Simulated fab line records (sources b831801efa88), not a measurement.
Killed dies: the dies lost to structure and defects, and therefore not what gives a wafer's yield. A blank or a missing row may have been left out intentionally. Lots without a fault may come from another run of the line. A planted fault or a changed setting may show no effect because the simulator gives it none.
Which tool did it? -- flow gf180mcu -- 13 lots with 37 wafers sampled at 6 steps, on a route of 602 steps

## WHAT EACH GAUGE READ, for each wafer
GF_HV_LDD_CD_MEAS_19: target cd 400 nm.
lot,measured,on,cdNm (nm)
L797,day 11 05:48,cdSem-02,400.0 398.3 397.1
L798,day 11 15:28,cdSem-02,398.5 398.5 397.6
L799,day 11 15:51,cdSem-01,400.2 400.0 402.9
L800,day 11 23:24,cdSem-01,401.8 402.8 401.7
L802,day 12 03:19,cdSem-02,396.3 397.9
L804,day 12 23:38,cdSem-02,399.4 398.7
L812,day 15 16:27,cdSem-02,395.4 398.8 399.0
L813,day 15 19:24,cdSem-01,398.0 398.5 398.4
L815,day 16 08:04,cdSem-01,399.1 399.0 400.5
L816,day 16 19:48,cdSem-01,401.3 401.5 402.2
L817,day 17 03:21,cdSem-01,396.8 397.3 396.8
L819,day 17 15:43,cdSem-02,401.0 400.4 401.0
L820,day 18 01:36,cdSem-01,403.5 404.3 402.2

GF_PSD_RS_MEAS_14: measures by four-point-probe.
lot,measured,on,NSD_RS (ohm/sq)
L797,day 14 18:19,filmMetro-02,46.17 46.04 46.15
L798,day 15 06:06,filmMetro-04,46.15 46.05 46.12
L799,day 15 08:36,filmMetro-01,46.35 46.24 46.37
L800,day 15 14:06,filmMetro-04,46.14 47.61 46.27
L802,day 15 18:45,filmMetro-04,47.76 46.16
L804,day 16 17:14,filmMetro-02,47.70 46.20
L812,day 19 18:06,filmMetro-02,46.10 45.97 45.99
L813,day 19 21:08,filmMetro-02,46.00 46.19 46.18
L815,day 20 11:28,filmMetro-04,46.20 46.27 46.22
L816,day 21 00:46,filmMetro-02,46.05 46.21 46.03
L817,day 21 07:29,filmMetro-04,45.98 46.07 46.05
L819,day 21 21:48,filmMetro-01,46.27 46.28 46.28
L820,day 22 06:18,filmMetro-01,46.27 46.19 46.15

GF_PSD_RS_MEAS_15: measures by four-point-probe.
lot,measured,on,PSD_RS (ohm/sq)
L797,day 14 18:26,filmMetro-02,108.66 108.23 108.87
L798,day 15 06:13,filmMetro-04,108.52 108.26 108.65
L799,day 15 08:43,filmMetro-01,109.04 109.08 108.96
L800,day 15 14:13,filmMetro-04,108.57 112.81 109.12
L802,day 15 18:52,filmMetro-04,113.36 108.80
L804,day 16 17:22,filmMetro-02,112.52 108.56
L812,day 19 18:13,filmMetro-02,108.16 108.11 108.14
L813,day 19 21:16,filmMetro-02,108.35 108.49 108.44
L815,day 20 11:35,filmMetro-04,108.20 108.62 108.68
L816,day 21 00:53,filmMetro-02,108.34 108.26 108.26
L817,day 21 07:36,filmMetro-04,108.35 108.35 108.14
L819,day 21 21:55,filmMetro-01,108.92 109.05 108.81
L820,day 22 06:25,filmMetro-01,108.96 108.78 109.00

## WHICH TOOL RAN EACH LOT (tool, then ch and the chambers of the sampled wafers, then the start)
lot,GF_HV_LDD_STRIP_49,GF_HV_LDD_RTA_52,GF_PSD_RTA_13
L797,"plasmaAsher-03 ch 0,1, day 12 21:22","rtpAnneal-01 ch 0, day 12 21:34","rtpAnneal-02 ch 0, day 14 18:13"
L798,"plasmaAsher-01 ch 0,1, day 13 08:01","rtpAnneal-01 ch 0, day 13 08:14","rtpAnneal-01 ch 0, day 15 06:01"
L799,"plasmaAsher-03 ch 0,1, day 13 08:37","rtpAnneal-02 ch 0, day 13 08:49","rtpAnneal-01 ch 0, day 15 08:31"
L800,"plasmaAsher-03 ch 0,1, day 13 16:05","rtpAnneal-02 ch 0, day 13 16:17","rtpAnneal-01 ch 0, day 15 14:01"
L802,"plasmaAsher-03 ch 0,1, day 13 20:03","rtpAnneal-02 ch 0, day 13 20:19","rtpAnneal-01 ch 0, day 15 18:40"
L804,"plasmaAsher-01 ch 0,1, day 14 17:44","rtpAnneal-01 ch 0, day 14 17:56","rtpAnneal-01 ch 0, day 16 17:09"
L812,"plasmaAsher-01 ch 0,1, day 17 14:01","rtpAnneal-01 ch 0, day 17 14:13","rtpAnneal-02 ch 0, day 19 18:01"
L813,"plasmaAsher-03 ch 0,1, day 17 16:54","rtpAnneal-02 ch 0, day 17 17:07","rtpAnneal-01 ch 0, day 19 21:03"
L815,"plasmaAsher-02 ch 0,1, day 18 07:24","rtpAnneal-01 ch 0, day 18 07:37","rtpAnneal-01 ch 0, day 20 11:22"
L816,"plasmaAsher-03 ch 0,1, day 18 20:19","rtpAnneal-01 ch 0, day 18 20:31","rtpAnneal-01 ch 0, day 21 00:41"
L817,"plasmaAsher-02 ch 0,1, day 19 03:30","rtpAnneal-01 ch 0, day 19 03:43","rtpAnneal-01 ch 0, day 21 07:24"
L819,"plasmaAsher-02 ch 0,1, day 19 17:12","rtpAnneal-01 ch 0, day 19 17:25","rtpAnneal-01 ch 0, day 21 21:43"
L820,"plasmaAsher-03 ch 0,1, day 20 03:04","rtpAnneal-01 ch 0, day 20 03:16","rtpAnneal-01 ch 0, day 22 06:13"
- GF_HV_LDD_STRIP_49: strips in O2/N2.
- GF_HV_LDD_RTA_52: time 10 s.
- GF_PSD_RTA_13: time 20 s.

## WHAT THE TOOLS THEMSELVES READ (means of the sampled wafers that have a number; where no wafer has one, the mark that the record gives instead)
GF_HV_LDD_STRIP_49.
lot,tool,chamberPressureMTorr (mTorr),drypumpMotorCurrentA (A),heaterPowerW (W),oesProductAu (a.u.),stripTimeToEndpointS (s)
L797,plasmaAsher-03,1500.6,6.2,328,0.710,12.63
L798,plasmaAsher-01,1499.5,5.6,319,0.716,12.61
L799,plasmaAsher-03,1502.7,6.2,328,0.712,12.64
L800,plasmaAsher-03,1500.6,6.1,328,0.714,12.63
L802,plasmaAsher-03,1500.5,6.2,334,0.721,12.63
L804,plasmaAsher-01,1498.5,5.6,315,0.716,12.62
L812,plasmaAsher-01,1499.7,5.7,323,0.713,12.59
L813,plasmaAsher-03,1499.8,6.3,335,0.716,12.67
L815,plasmaAsher-02,1499.1,5.8,332,0.716,12.64
L816,plasmaAsher-03,1500.4,6.3,331,0.717,12.65
L817,plasmaAsher-02,1500.1,5.8,335,0.714,12.59
L819,plasmaAsher-02,1499.2,5.8,337,0.713,12.64
L820,plasmaAsher-03,1498.6,6.2,327,0.714,12.58

GF_HV_LDD_RTA_52.
lot,tool,lampPowerPct (%),wafer_temp_C_max
L797,rtpAnneal-01,33.6,1004.8
L798,rtpAnneal-01,33.6,1004.5
L799,rtpAnneal-02,32.5,1007.3
L800,rtpAnneal-02,32.5,1007.6
L802,rtpAnneal-02,32.5,1008.1
L804,rtpAnneal-01,33.6,1005.2
L812,rtpAnneal-01,33.6,1006.0
L813,rtpAnneal-02,32.5,1005.9
L815,rtpAnneal-01,33.6,1004.0
L816,rtpAnneal-01,33.6,1004.8
L817,rtpAnneal-01,33.6,1004.2
L819,rtpAnneal-01,33.6,1004.8
L820,rtpAnneal-01,33.6,1004.8

GF_PSD_RTA_13.
lot,tool,lampPowerPct (%),runLengthS (s),wafer_temp_C_max
L797,rtpAnneal-02,33.8,48.30,1031.4
L798,rtpAnneal-01,34.8,48.82,1030.6
L799,rtpAnneal-01,34.8,48.51,1031.0
L800,rtpAnneal-01,34.8,46.63,1029.6
L802,rtpAnneal-01,34.8,45.61,1031.6
L804,rtpAnneal-01,34.8,45.48,1029.5
L812,rtpAnneal-02,33.7,48.26,1031.8
L813,rtpAnneal-01,34.8,48.54,1030.9
L815,rtpAnneal-01,34.8,48.72,1030.2
L816,rtpAnneal-01,34.8,48.66,1029.5
L817,rtpAnneal-01,34.8,48.41,1030.1
L819,rtpAnneal-01,34.9,48.42,1030.6
L820,rtpAnneal-01,34.9,48.46,1029.7

## THE ANSWER, worked out from the rows above alone
Rule: what is usual is taken from the lots themselves. Put in order of their means at a reading, lots are off if they are a third of the lots or fewer, leave a main group of 4 or more, and stand apart from it by a gap of 3 or more times the standard deviation of the main group's means; of several such gaps the widest counts. A main group is skipped when, at the precision printed for the reading in the tables above, its means are all equal. A lot without any number at a reading at which 4 lots or more have one is off too. Any other lot the step has rows for is counted as sound. Order of review: gauges by route order, followed by the tools' own readings, for which a lot's mean as printed above is used. At the first step where some lot is off, the reading lying furthest off is the one used; lots without a number count as furthest.
Off: L800, L802, L804, at GF_PSD_RS_MEAS_14 (NSD_RS). The main group has a mean of 46.15 ohm/sq with a standard deviation of 0.095.
If a tool, at a process step before that reading, ran all the lots that are off and no sound lot after the first of them, it fits. The gauges at GF_PSD_RS_MEAS_14 aren't tried: what is off there is off at GF_PSD_RTA_13 too, on other tools, and a gauge's error can't cause that. Not one of the candidates tried fits.

## WHAT THE SIMULATOR HAD INSERTED
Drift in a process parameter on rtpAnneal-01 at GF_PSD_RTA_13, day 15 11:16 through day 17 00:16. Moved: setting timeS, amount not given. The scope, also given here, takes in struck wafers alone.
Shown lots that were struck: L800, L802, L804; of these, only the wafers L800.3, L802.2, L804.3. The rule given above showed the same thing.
